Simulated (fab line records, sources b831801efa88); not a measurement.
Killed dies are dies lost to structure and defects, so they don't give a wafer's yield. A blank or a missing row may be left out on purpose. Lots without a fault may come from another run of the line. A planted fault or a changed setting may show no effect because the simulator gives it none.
Which tool did it? | flow sky130 | 14 lots, 42 wafers sampled, at 4 steps of a route of 708

WHAT THE GAUGES READ, wafer by wafer
The record holds no reading of a measuring or inspecting step that can be judged against a usual standard deviation.

WHICH TOOL RAN EACH LOT (tool, then ch and the chambers of the sampled wafers, then the start)
lot  | SKY_METAL3_SPUTTER_00        | SKY_METAL3_SPUTTER_04        | SKY_CAPM_STRIP_14                    | SKY_METAL3_EXPOSE_10
L551 | pvd_sputter-01, day 35 15:05 | pvd_sputter-01, day 35 15:12 | plasma_asher-03 ch 0,1, day 36 17:06 | krf_scanner-02 ch 0, day 37 07:53
L553 | pvd_sputter-01, day 36 15:17 | pvd_sputter-01, day 36 15:24 | plasma_asher-04 ch 0,1, day 37 17:14 | krf_scanner-02 ch 0, day 38 06:53
L554 | pvd_sputter-04, day 36 22:27 | pvd_sputter-04, day 36 22:33 | plasma_asher-04 ch 0,1, day 38 00:24 | krf_scanner-01 ch 0, day 38 14:13
L555 | pvd_sputter-01, day 38 05:50 | pvd_sputter-01, day 38 05:56 | plasma_asher-01 ch 0,1, day 39 06:59 | krf_scanner-02 ch 0, day 39 19:46
L556 | pvd_sputter-04, day 38 12:26 | pvd_sputter-04, day 38 12:32 | plasma_asher-01 ch 0,1, day 39 13:51 | krf_scanner-02 ch 0, day 40 02:14
L557 | pvd_sputter-01, day 38 14:48 | pvd_sputter-01, day 38 14:54 | plasma_asher-03 ch 0,1, day 39 15:53 | krf_scanner-02 ch 0, day 40 03:50
L563 | pvd_sputter-02, day 39 20:11 | pvd_sputter-02, day 39 20:17 | plasma_asher-04 ch 1, day 40 21:10   | krf_scanner-01 ch 0, day 41 10:21
L567 | pvd_sputter-04, day 41 14:36 | pvd_sputter-04, day 41 14:42 | plasma_asher-03 ch 0,1, day 42 13:53 | krf_scanner-01 ch 0, day 43 01:09
L566 | pvd_sputter-01, day 42 00:40 | pvd_sputter-01, day 42 00:46 | plasma_asher-03 ch 0,1, day 42 23:39 | krf_scanner-02, day 43 11:58
L569 | pvd_sputter-04, day 42 00:50 | pvd_sputter-04, day 42 00:57 | plasma_asher-03 ch 0,1, day 42 23:45 | krf_scanner-01, day 43 12:11
L570 | pvd_sputter-01, day 42 01:43 | pvd_sputter-01, day 42 01:49 | plasma_asher-04 ch 0,1, day 43 00:22 | krf_scanner-01 ch 0, day 43 12:40
L571 | pvd_sputter-04, day 42 19:43 | pvd_sputter-04, day 42 19:49 | plasma_asher-03 ch 0,1, day 43 19:24 | krf_scanner-02 ch 0, day 44 07:16
L572 | pvd_sputter-01, day 43 03:10 | pvd_sputter-01, day 43 03:16 | plasma_asher-01 ch 0,1, day 44 02:35 | krf_scanner-02 ch 0, day 44 14:31
L573 | pvd_sputter-02, day 43 09:07 | pvd_sputter-02, day 43 09:13 | plasma_asher-01 ch 0,1, day 44 07:26 | krf_scanner-02 ch 0, day 44 19:29
- SKY_METAL3_SPUTTER_00: material Ti, target thk 15 nm, time 10 s.
- SKY_METAL3_SPUTTER_04: material TiN, target thk 70 nm, time 58.3 s.
- SKY_CAPM_STRIP_14: strips in O2/N2.
- SKY_METAL3_EXPOSE_10: exposes mask MM3, target cd 300 nm.

WHAT THE TOOLS THEMSELVES READ (means of the sampled wafers that have a number; where no wafer has one, the mark that the record gives instead)
SKY_METAL3_SPUTTER_00.
lot  | tool           | throttle_valve_pct (%)
L551 | pvd_sputter-01 | 29.9
L553 | pvd_sputter-01 | 30.0
L554 | pvd_sputter-04 | 29.8
L555 | pvd_sputter-01 | 29.2
L556 | pvd_sputter-04 | 29.2
L557 | pvd_sputter-01 | 29.3
L563 | pvd_sputter-02 | 31.6
L567 | pvd_sputter-04 | 29.6
L566 | pvd_sputter-01 | 29.7
L569 | pvd_sputter-04 | 30.2
L570 | pvd_sputter-01 | 29.2
L571 | pvd_sputter-04 | 30.2
L572 | pvd_sputter-01 | 29.6
L573 | pvd_sputter-02 | 30.6

SKY_METAL3_SPUTTER_04.
lot  | tool           | throttle_valve_pct (%)
L551 | pvd_sputter-01 | 30.0
L553 | pvd_sputter-01 | 30.1
L554 | pvd_sputter-04 | 29.8
L555 | pvd_sputter-01 | 29.4
L556 | pvd_sputter-04 | 29.4
L557 | pvd_sputter-01 | 29.3
L563 | pvd_sputter-02 | 31.5
L567 | pvd_sputter-04 | 29.7
L566 | pvd_sputter-01 | 29.6
L569 | pvd_sputter-04 | 30.3
L570 | pvd_sputter-01 | 29.5
L571 | pvd_sputter-04 | 30.4
L572 | pvd_sputter-01 | 29.5
L573 | pvd_sputter-02 | 30.7

SKY_CAPM_STRIP_14.
lot  | tool            | chamber_pressure_mTorr (mTorr) | drypump_motor_current_A (A) | oes_product_au (a.u.) | strip_time_to_endpoint_s (s)
L551 | plasma_asher-03 | 1499.7                         | 5.7                         | 0.709                 | 12.64
L553 | plasma_asher-04 | 1499.1                         | 6.1                         | 0.713                 | 12.62
L554 | plasma_asher-04 | 1499.6                         | 6.1                         | 0.712                 | 12.65
L555 | plasma_asher-01 | 1499.3                         | 5.1                         | 0.712                 | 12.66
L556 | plasma_asher-01 | 1499.3                         | 5.0                         | 0.709                 | 12.63
L557 | plasma_asher-03 | 1500.1                         | 5.7                         | 0.711                 | 12.63
L563 | plasma_asher-04 | 1500.7                         | 6.0                         | 0.710                 | 12.61
L567 | plasma_asher-03 | 1500.2                         | 5.6                         | 0.714                 | 12.64
L566 | plasma_asher-03 | 1500.3                         | 5.6                         | 0.708                 | 12.66
L569 | plasma_asher-03 | 1499.3                         | 5.6                         | 0.709                 | 12.69
L570 | plasma_asher-04 | 1500.2                         | 6.1                         | 0.705                 | 12.64
L571 | plasma_asher-03 | 1500.7                         | 5.7                         | 0.707                 | 12.66
L572 | plasma_asher-01 | 1499.4                         | 5.0                         | 0.709                 | 12.58
L573 | plasma_asher-01 | 1500.4                         | 5.1                         | 0.706                 | 12.61

SKY_METAL3_EXPOSE_10.
lot  | tool           | exposure_dose_mJ_cm2 | focus_offset_nm (nm) | reticle_temp_C (C)
L551 | krf_scanner-02 | 28.019               | -0.1                 | 22.85
L553 | krf_scanner-02 | 27.980               | -0.1                 | 22.88
L554 | krf_scanner-01 | 27.950               | -0.3                 | 23.01
L555 | krf_scanner-02 | 28.030               | 0.0                  | 23.00
L556 | krf_scanner-02 | 28.007               | -0.3                 | 23.02
L557 | krf_scanner-02 | 27.977               | -0.5                 | 22.88
L563 | krf_scanner-01 | 28.035               | 0.3                  | 23.01
L567 | krf_scanner-01 | 28.000               | -0.2                 | 23.02
L566 | krf_scanner-02 | -                    | -                    | -
L569 | krf_scanner-01 | -                    | -                    | -
L570 | krf_scanner-01 | 27.992               | 0.3                  | 23.06
L571 | krf_scanner-02 | 28.007               | 0.9                  | 23.14
L572 | krf_scanner-02 | 27.968               | 0.2                  | 23.04
L573 | krf_scanner-02 | 28.017               | -0.6                 | 22.81

THE ANSWER, worked out from the rows above alone
Rule: what is usual is taken from the lots themselves. Put in order of their means at a reading, lots are off if they are a third of the lots or fewer, leave a main group of 4 or more, and stand apart from it by a gap of 3 or more times the standard deviation of the main group's means; of several such gaps the widest counts. A main group whose means are all the same, to the digits that the tables above print for the reading, isn't used. A lot without any number at a reading at which 4 lots or more have one is off too. The other lots that the step has rows for count as sound. The gauges are gone through in route order, then the tools' own readings, and for those a lot's mean is taken as printed above. The first step at which some lot is off is used, and at that step the reading that is off furthest; a lot without a number counts as furthest.
Off: L566, L569, at SKY_METAL3_EXPOSE_10 (exposure_dose_mJ_cm2). Without a number there: L566, L569. The main group: mean 27.998, standard deviation 0.025.
A tool fits if, at that step or a process step before it, it ran every lot that is off, and no sound lot after the first of them. None of those tried fits.

WHAT THE SIMULATOR HAD PUT IN
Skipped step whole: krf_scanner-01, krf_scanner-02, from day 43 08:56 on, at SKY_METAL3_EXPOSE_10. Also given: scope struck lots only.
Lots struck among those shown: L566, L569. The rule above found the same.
